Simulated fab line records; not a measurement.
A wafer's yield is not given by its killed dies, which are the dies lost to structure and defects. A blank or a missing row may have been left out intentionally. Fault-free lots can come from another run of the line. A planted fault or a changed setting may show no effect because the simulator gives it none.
fab line records	flow gf180mcu
[record] lots = 12	wafers = 36	lastDay = 34
route steps=602 shown HV_LDD@198 NSD@242 PSD@255
lots with no fault: from the same line, run without faults
startH: hours from the record's first day to the start of the lot's first wafer shown	waitH: hours from the lot's prior step to this one	" identical to the entry in the row above	L1.1+2: a single row standing in for several wafers	- either no value or no given start	* or withheld: withheld	< > ~ a bound
route shown NAME@n: a module of which the file shows steps, and the number in the route of the first	usual: average and standard deviation across the fault-free wafers	same: alike in all rows	chamber/n: place in a boat	sites: the reading at each site	_std_site: their standard deviation	_edge_site: mean of outer sites minus mean of inner sites	radiusMm: how far each site lies from the wafer's centre	mask NAME#n: copy n	behind: the tool/chamber that last shaped the wafer	hold: why the lot was held/for how many hours/how that ended	device: which transistor (n, p or np) failed to switch	end of line: at the end of the route, the tests of the same wafers	step lacking rows: just its recipe	killed: dies that structure and defects cost at the first sort, which is not the same as the wafer's yield	map: a wafer's dies, marking killed ones x, the rest . and places with no die _
set.NAME: the setting that was run; set.NAME@STEP: the one run at that earlier step	model.NAME: the simulator's own value behind a step, which no gauge read
a sample of lots followed through the steps of the route, with each step as a table and each wafer as a row
services: the hour from which a tool's chamber was out of use, counted from the record's first day as startH (under 0 if before that day), plus the number of hours and why
[[steps]]
[step GF_HV_LDD_STRIP_22]
[recipe] chemistry = O2/N2	powerW = 1400	pressureMtorr = 1500	platenTempC = 250	o2FlowSccm = 3000	n2FlowSccm = 300	overashFraction = 0.5
[usual] drypumpMotorCurrentA = 6.0/0.74	heaterPowerW = 348/39	oesProductAu = 0.715/0.004	stripTimeToEndpointS = 12.63/0.04
lot.wafer	tool	chamber	startH	waitH	drypumpMotorCurrentA	heaterPowerW	oesProductAu	rfHoursCounterH	stripTimeToEndpointS
L373.3	plasmaAsher-01	1	252.13	0.1	6.8	371	0.724	-	12.65
L373.4	"	0	"	"	4.7	315	0.718	-	12.65
L373.6	"	1	"	"	6.7	373	0.718	-	12.65
L374.2	plasmaAsher-02	1	261.50	0.1	6.5	405	0.710	16	12.60
L374.3	"	1	"	"	6.5	409	0.716	-	12.66
L374.5	"	1	"	"	6.5	397	0.716	-	12.61
L378.4	plasmaAsher-01	1	295.93	0.1	6.8	355	0.717	-	12.63
L378.5	"	0	"	"	4.7	304	0.715	-	12.63
L378.6	"	1	"	"	6.8	368	0.713	-	12.68
L380.1	plasmaAsher-02	0	314.01	0.1	6.0	397	0.714	20	12.69
L380.3	"	1	"	"	6.6	409	0.713	-	12.66
L380.4	"	0	"	"	6.0	407	0.718	-	12.65
L383.3	plasmaAsher-04	1	342.65	0.1	6.2	338	0.711	-	12.63
L383.4	"	0	"	"	6.1	315	0.719	-	12.64
L383.5	"	1	"	"	6.3	320	0.720	-	12.65
L384.2	plasmaAsher-01	1	346.74	0.1	6.8	374	0.714	54	12.61
L384.3	"	1	"	"	6.8	365	0.711	-	12.61
L384.5	"	1	"	"	6.8	356	0.719	-	12.61
L386.1	plasmaAsher-02	1	361.00	0.1	6.6	414	0.715	26	12.66
L386.4	"	0	"	"	6.0	399	0.708	-	12.72
L386.6	"	1	"	"	6.6	418	0.721	-	12.71
L387.3	plasmaAsher-01	1	373.83	0.1	6.7	365	0.715	-	12.63
L387.4	"	0	"	"	4.7	313	0.716	-	12.60
L387.6	"	0	"	"	4.7	308	0.714	-	12.62
L389.3	plasmaAsher-01	0	377.28	0.1	4.7	316	0.717	-	12.65
L389.4	"	1	"	"	6.8	366	0.713	-	12.64
L389.6	"	0	"	"	4.7	314	0.709	-	12.66
L390.1	plasmaAsher-01	1	385.64	0.1	6.8	376	0.713	56	12.62
L390.2	"	0	"	"	4.7	314	0.721	56	12.65
L390.4	"	1	"	"	6.8	363	0.710	-	12.67
L391.2	plasmaAsher-04	0	391.56	0.1	6.1	315	0.708	78	12.68
L391.5	"	0	"	"	6.1	310	0.709	-	12.67
L391.6	"	1	"	"	6.3	332	0.722	-	12.67
L393.3	plasmaAsher-01	0	407.39	0.1	4.7	303	0.718	-	12.58
L393.4	"	1	"	"	6.7	374	0.714	-	12.61
L393.5	"	1	"	"	6.8	359	0.710	-	12.58
[step GF_NSD_CD_MEAS_07]
[recipe] targetCdNm = 400
[usual] cdNm = 399.9/2.4
lot.wafer	tool	chamber	startH	waitH	cdNm
L373.3	cdSem-02	-	317.18	0.1	398.8
L373.4	"	-	"	"	399.2
L373.6	"	-	"	"	401.9
L374.2	cdSem-01	-	325.96	0.1	401.6
L374.3	"	-	"	"	402.0
L374.5	"	-	"	"	402.7
L378.4	cdSem-01	-	362.99	0.2	403.4
L378.5	"	-	"	"	401.9
L378.6	"	-	"	"	402.0
L380.1	cdSem-02	-	383.25	0.1	403.9
L380.3	"	-	"	"	400.6
L380.4	"	-	"	"	403.1
L383.3	cdSem-01	-	415.13	0.1	397.3
L383.4	"	-	"	"	396.8
L383.5	"	-	"	"	393.8
L384.2	cdSem-01	-	419.16	0.1	401.5
L384.3	"	-	"	"	400.2
L384.5	"	-	"	"	401.7
L386.1	cdSem-01	-	433.86	0.2	400.5
L386.4	"	-	"	"	399.1
L386.6	"	-	"	"	400.5
L387.3	cdSem-01	-	447.48	0.1	399.0
L387.4	"	-	"	"	396.4
L387.6	"	-	"	"	396.4
L389.3	cdSem-02	-	451.13	0.1	401.4
L389.4	"	-	"	"	398.7
L389.6	"	-	"	"	399.9
L390.1	cdSem-01	-	460.60	0.1	401.6
L390.2	"	-	"	"	400.1
L390.4	"	-	"	"	399.1
L391.2	cdSem-02	-	465.96	0.1	402.1
L391.5	"	-	"	"	401.8
L391.6	"	-	"	"	402.0
L393.3	cdSem-01	-	482.78	0.1	402.7
L393.4	"	-	"	"	402.3
L393.5	"	-	"	"	400.3
[step GF_NSD_IMPLANT_09]
[recipe] species = As	energyKev = 60	doseCm2 = 4e+15	tiltDeg = 7
[usual] beamEnergyKeV = 59.997/0.018
lot.wafer	tool	chamber	startH	waitH	beamEnergyKeV
L373.3	implanter-03	0	317.35	0.1	60.015
L373.4	"	0	"	"	59.996
L373.6	"	0	"	"	60.026
L374.2	implanter-03	0	326.12	0.0	59.988
L374.3	"	0	"	"	59.998
L374.5	"	0	"	"	60.004
L378.4	implanter-02	0	363.35	0.3	76.094
L378.5	"	0	"	"	76.066
L378.6	"	0	"	"	76.057
L380.1	implanter-02	0	383.41	0.0	76.040
L380.3	"	0	"	"	76.068
L380.4	"	0	"	"	76.059
L383.3	implanter-01	0	415.30	0.1	59.989
L383.4	"	0	"	"	59.988
L383.5	"	0	"	"	59.989
L384.2	implanter-03	0	419.32	0.0	60.007
L384.3	"	0	"	"	59.984
L384.5	"	0	"	"	59.980
L386.1	implanter-01	0	434.02	0.0	59.985
L386.4	"	0	"	"	59.988
L386.6	"	0	"	"	59.982
L387.3	implanter-02	0	447.64	0.1	59.965
L387.4	"	0	"	"	59.996
L387.6	"	0	"	"	59.995
L389.3	implanter-03	0	451.29	0.1	60.019
L389.4	"	0	"	"	60.011
L389.6	"	0	"	"	59.965
L390.1	implanter-02	0	460.76	0.0	60.023
L390.2	"	0	"	"	59.980
L390.4	"	0	"	"	59.987
L391.2	implanter-02	0	466.12	0.0	60.029
L391.5	"	0	"	"	59.990
L391.6	"	0	"	"	59.993
L393.3	implanter-02	0	482.94	0.1	60.057
L393.4	"	0	"	"	60.022
L393.5	"	0	"	"	60.026
[step GF_NSD_STRIP_11]
[recipe] chemistry = O2/N2	powerW = 1400	pressureMtorr = 1500	platenTempC = 250	o2FlowSccm = 3000	n2FlowSccm = 300	overashFraction = 0.5
[usual] drypumpMotorCurrentA = 6.0/0.45	heaterPowerW = 367/37	oesProductAu = 0.487/0.0046	stripTimeToEndpointS = 22.97/0.036
lot.wafer	tool	chamber	startH	waitH	drypumpMotorCurrentA	heaterPowerW	oesProductAu	rfHoursCounterH	stripTimeToEndpointS
L373.3	plasmaAsher-02	0	317.63	0.1	6.0	396	0.493	-	22.91
L373.4	"	1	"	"	6.6	411	0.492	-	22.99
L373.6	"	0	"	"	6.0	394	0.488	-	22.96
L374.2	plasmaAsher-02	1	326.40	0.1	6.6	420	0.486	22	22.99
L374.3	"	1	"	"	6.5	401	0.487	-	22.96
L374.5	"	0	"	"	6.0	401	0.477	-	22.96
L378.4	plasmaAsher-03	1	363.61	0.1	6.1	341	0.465	-	25.18
L378.5	"	0	"	"	5.2	354	0.458	-	25.19
L378.6	"	1	"	"	6.1	333	0.465	-	25.16
L380.1	plasmaAsher-03	0	383.71	0.1	5.2	357	0.468	72	25.24
L380.3	"	1	"	"	6.1	319	0.465	-	25.21
L380.4	"	0	"	"	5.2	357	0.467	-	25.24
L383.3	plasmaAsher-02	1	415.58	0.1	6.6	401	0.482	-	23.01
L383.4	"	0	"	"	6.0	395	0.471	-	22.95
L383.5	"	0	"	"	6.0	392	0.486	-	22.97
L384.2	plasmaAsher-03	1	419.60	0.1	6.1	332	0.487	76	23.05
L384.3	"	1	"	"	6.1	323	0.484	-	23.03
L384.5	"	0	"	"	5.2	351	0.482	-	22.98
L386.1	plasmaAsher-02	0	434.32	0.1	6.0	395	0.488	34	22.92
L386.4	"	1	"	"	6.5	410	0.494	-	22.96
L386.6	"	0	"	"	6.0	391	0.486	-	22.95
L387.3	plasmaAsher-04	0	447.93	0.1	6.1	314	0.484	-	23.02
L387.4	"	1	"	"	6.2	333	0.488	-	23.00
L387.6	"	1	"	"	6.3	325	0.488	-	23.02
L389.3	plasmaAsher-02	1	451.58	0.1	6.5	408	0.486	-	22.97
L389.4	"	0	"	"	6.0	391	0.490	-	23.02
L389.6	"	1	"	"	6.5	402	0.476	-	23.03
L390.1	plasmaAsher-03	0	461.06	0.1	5.2	346	0.483	3	22.99
L390.2	"	1	"	"	6.1	321	0.491	3	23.00
L390.4	"	0	"	"	5.1	350	0.484	-	23.00
L391.2	plasmaAsher-02	1	466.39	0.1	6.5	414	0.491	38	22.91
L391.5	"	1	"	"	6.5	409	0.491	-	22.97
L391.6	"	0	"	"	6.0	392	0.490	-	22.92
L393.3	plasmaAsher-04	0	483.23	0.1	6.1	306	0.492	-	22.94
L393.4	"	1	"	"	6.2	333	0.492	-	22.93
L393.5	"	0	"	"	6.1	308	0.491	-	22.88
[step GF_NSD_TW_MEAS_12]
[usual] NSD_TW = 4199/29
lot.wafer	tool	chamber	startH	waitH	NSD_TW
L373.3	filmMetro-02	-	317.72	0.1	4264
L373.4	"	-	"	"	4253
L373.6	"	-	"	"	4235
L374.2	filmMetro-04	-	326.51	0.1	4175
L374.3	"	-	"	"	4164
L374.5	"	-	"	"	4168
L378.4	filmMetro-04	-	363.70	0.1	4432
L378.5	"	-	"	"	4426
L378.6	"	-	"	"	4413
L380.1	filmMetro-01	-	383.81	0.1	4488
L380.3	"	-	"	"	4469
L380.4	"	-	"	"	4457
L383.3	filmMetro-04	-	415.67	0.1	4160
L383.4	"	-	"	"	4178
L383.5	"	-	"	"	4137
L384.2	filmMetro-04	-	419.71	0.1	4162
L384.3	"	-	"	"	4179
L384.5	"	-	"	"	4168
L386.1	filmMetro-01	-	434.42	0.1	4216
L386.4	"	-	"	"	4222
L386.6	"	-	"	"	4215
L387.3	filmMetro-01	-	448.01	0.1	4210
L387.4	"	-	"	"	4196
L387.6	"	-	"	"	4188
L389.3	filmMetro-01	-	451.66	0.1	4201
L389.4	"	-	"	"	4217
L389.6	"	-	"	"	4208
L390.1	filmMetro-01	-	461.16	0.1	4191
L390.2	"	-	"	"	4214
L390.4	"	-	"	"	4198
L391.2	filmMetro-02	-	466.50	0.1	4217
L391.5	"	-	"	"	4229
L391.6	"	-	"	"	4215
L393.3	filmMetro-01	-	483.31	0.1	4218
L393.4	"	-	"	"	4218
L393.5	"	-	"	"	4220
[step GF_PSD_CD_MEAS_07]
[recipe] targetCdNm = 400
[usual] cdNm = 399.9/2.3
lot.wafer	tool	chamber	startH	waitH	cdNm
L373.3	cdSem-01	-	338.48	0.1	398.4
L373.4	"	-	"	"	397.7
L373.6	"	-	"	"	398.4
L374.2	cdSem-01	-	348.08	0.1	401.9
L374.3	"	-	"	"	398.9
L374.5	"	-	"	"	399.8
L378.4	cdSem-01	-	385.72	0.1	403.8
L378.5	"	-	"	"	401.6
L378.6	"	-	"	"	402.1
L380.1	cdSem-01	-	406.49	0.1	400.7
L380.3	"	-	"	"	398.5
L380.4	"	-	"	"	398.1
L383.3	cdSem-02	-	438.89	0.1	403.2
L383.4	"	-	"	"	403.5
L383.5	"	-	"	"	400.9
L384.2	cdSem-02	-	443.96	0.1	395.9
L384.3	"	-	"	"	394.8
L384.5	"	-	"	"	397.6
L386.1	cdSem-01	-	458.35	0.1	402.1
L386.4	"	-	"	"	401.2
L386.6	"	-	"	"	400.2
L387.3	cdSem-02	-	470.98	0.1	406.2
L387.4	"	-	"	"	403.8
L387.6	"	-	"	"	404.1
L389.3	cdSem-01	-	475.68	0.1	399.0
L389.4	"	-	"	"	399.0
L389.6	"	-	"	"	401.4
L390.1	cdSem-02	-	484.55	0.1	395.8
L390.2	"	-	"	"	396.9
L390.4	"	-	"	"	398.4
L391.2	cdSem-02	-	490.27	0.1	401.5
L391.5	"	-	"	"	402.9
L391.6	"	-	"	"	402.9
L393.3	cdSem-02	-	505.89	0.1	397.0
L393.4	"	-	"	"	398.5
L393.5	"	-	"	"	400.2
[step GF_PSD_RS_MEAS_14]
[recipe] thkMeasGauge = four-point-probe
[usual] NSD_RS = 46.11/0.13
lot.wafer	tool	chamber	startH	waitH	NSD_RS[ohm/sq]
L373.3	filmMetro-01	-	339.17	0.1	46.31
L373.4	"	-	"	"	46.22
L373.6	"	-	"	"	46.31
L374.2	filmMetro-04	-	348.67	0.1	46.29
L374.3	"	-	"	"	46.24
L374.5	"	-	"	"	46.24
L378.4	filmMetro-01	-	386.40	0.1	42.14
L378.5	"	-	"	"	42.11
L378.6	"	-	"	"	42.20
L380.1	filmMetro-04	-	407.09	0.1	42.09
L380.3	"	-	"	"	42.07
L380.4	"	-	"	"	42.19
L383.3	filmMetro-02	-	439.49	0.1	45.98
L383.4	"	-	"	"	45.94
L383.5	"	-	"	"	45.97
L384.2	filmMetro-01	-	444.56	0.1	46.31
L384.3	"	-	"	"	46.17
L384.5	"	-	"	"	46.22
L386.1	filmMetro-01	-	458.95	0.1	46.08
L386.4	"	-	"	"	46.08
L386.6	"	-	"	"	46.04
L387.3	filmMetro-02	-	471.58	0.1	45.90
L387.4	"	-	"	"	45.89
L387.6	"	-	"	"	45.99
L389.3	filmMetro-01	-	476.28	0.1	46.20
L389.4	"	-	"	"	46.20
L389.6	"	-	"	"	46.18
L390.1	filmMetro-02	-	485.15	0.1	45.94
L390.2	"	-	"	"	45.93
L390.4	"	-	"	"	45.93
L391.2	filmMetro-02	-	490.87	0.1	46.09
L391.5	"	-	"	"	46.12
L391.6	"	-	"	"	46.02
L393.3	filmMetro-01	-	506.49	0.1	46.18
L393.4	"	-	"	"	46.29
L393.5	"	-	"	"	46.20
[[services]]
tool	chamber	startH	hours	kind
implanter-03	-	229.64	4.1	repair
plasmaAsher-04	-	229.64	2.8	pm
implanter-02	-	236.90	5.9	pm
implanter-01	-	240.16	0.6	repair
implanter-01	-	244.79	6.5	repair
plasmaAsher-02	-	279.03	0.8	repair
implanter-03	-	280.01	1.6	repair
implanter-01	-	281.43	2.4	repair
implanter-03	-	284.68	1.1	repair
implanter-02	-	285.20	2.4	pm
plasmaAsher-02	-	297.74	2.8	pm
plasmaAsher-02	-	310.36	3.6	repair
implanter-02	-	311.94	4.1	repair
implanter-03	-	320.37	2.5	repair
plasmaAsher-01	-	352.99	16.8	pm
implanter-01	-	361.08	2.7	pm
implanter-03	-	362.48	0.6	repair
implanter-02	-	365.45	9.9	repair
implanter-02	-	400.27	0.8	repair
plasmaAsher-03	-	421.25	9.0	pm
plasmaAsher-01	-	426.21	0.7	repair
plasmaAsher-01	-	440.08	8.0	repair
implanter-03	-	452.78	2.3	repair
plasmaAsher-04	-	474.50	7.9	repair
[[key]]
[firstSign] step = GF_NSD_IMPLANT_09	reading = beamEnergyKeV	direction = up	sigmas = 99+	usual = 59.997	struck = 76.064
[effect] step = GF_NSD_STRIP_11	reading = stripTimeToEndpointS	direction = up	sigmas = 61	usual = *	struck = *
[effect] step = GF_NSD_TW_MEAS_12	reading = NSD_TW	direction = up	sigmas = 8.4	usual = 4199	struck = 4448
[effect] step = GF_PSD_RS_MEAS_14	reading = NSD_RS	direction = down	sigmas = 30	usual = 46.11	struck = 42.13
metAt GF_NSD_IMPLANT_09
struckLots L378,L380
rowsEnd L378.4,L378.5,L378.6
testerLeftOut L380
notActingAt GF_HV_LDD_STRIP_22,GF_NSD_CD_MEAS_07,GF_PSD_CD_MEAS_07
[fault] kind = processParameterDrift	tool = implanter-02	chamber = -	onsetH = 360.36	steps = GF_NSD_IMPLANT_09	channel = energyKev	offset = 16.063	shape = step	endH = 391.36	actsIn = theseRecipesOnly	stated = 60
// testerLeftOut: of these lots the tester's yield and bins aren't shown, on N5 and GAA mostly nor the transistor test; their killed dies are dies lost to structure and defects alone, not to doping, threshold or leakage, so they don't give the yield
// rowsEnd: these wafers met a further fault down the route, and their rows from its step on are left out
